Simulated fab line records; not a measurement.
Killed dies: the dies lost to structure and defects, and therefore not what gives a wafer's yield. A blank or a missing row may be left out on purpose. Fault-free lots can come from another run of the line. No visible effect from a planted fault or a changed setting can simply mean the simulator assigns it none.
The same fault as seen by 2 desks    flow sky130    what lay behind the numbers comes last; until then each desk has only its own

== TOOL OWNER'S DESK, implanter-03 ==
The tool's own readings at SKY_NWELL_IMPLANT_12: means of the sampled wafers that have a number, for each lot that ran on this tool. A lot is out of limits, marked OUT, if its mean lies more than 4 standard deviations from the usual mean; the brackets give that distance.
Columns: A = beam_energy_keV at SKY_NWELL_IMPLANT_12, usual 120.00; B = beam_on_s at SKY_NWELL_IMPLANT_12, usual 10.02 s
lot   first seen here  A       B
L973  day 5 00:09      119.96  10.35
L975  day 5 14:54      119.97  9.98
L980  day 6 18:00      119.97  9.90
L986  day 8 04:45      119.95  9.90
L992  day 9 18:45      119.99  9.98
L994  day 10 03:11     119.96  9.93
Finding of this desk: none of the 6 lots has anything out of limits.

== AT THE METROLOGY DESK ==
What the gauges read, lot by lot, whatever tool the lot ran on: means of the sampled wafers that have a number. A lot is out of limits, marked OUT, if its mean lies more than 4 standard deviations from the usual mean; the brackets give that distance.
Columns: A = NWELL_RS at SKY_NWELL_RS_MEAS_29, usual 624.8 ohm/sq
lot   first seen here  A
L972  day 5 12:23      624.7
L973  day 5 19:22      623.7
L974  day 5 22:56      624.8
L975  day 6 10:10      623.4
L978  day 7 02:53      623.7
L979  day 7 07:37      624.6
L980  day 7 13:58      623.9
L981  day 7 20:16      668.8 (+29) OUT
L982  day 8 02:34      668.3 (+29) OUT
L986  day 9 01:28      624.5
L990  day 10 00:16     625.4
L992  day 10 17:43     622.3
L994  day 11 02:29     627.0
L993  day 11 03:15     623.0
This desk finds L981, L982 out of limits, with the earliest case on L981 at day 7 20:16 (NWELL_RS at SKY_NWELL_RS_MEAS_29). L972, L973, L974, L975, L978, L979, L980, L986, L990, L992, L994, L993: within limits.

== ALL TOGETHER ==
L981, L982 would have let the metrology desk raise an alarm at day 7 20:16.
The desk of the tool owner found nothing out of limits.
The tool owner's desk has no number on record for L981, L982.
Of the lots named, all ran SKY_NWELL_IMPLANT_12 on implanter-03.

== WHAT THE SIMULATOR HAD PUT IN ==
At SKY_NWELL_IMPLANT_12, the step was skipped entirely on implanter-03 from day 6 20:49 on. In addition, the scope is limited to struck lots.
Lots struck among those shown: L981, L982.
Per desk, hours elapsed from the start of the fault to the first reading out of limits: for the metrology desk, 23.
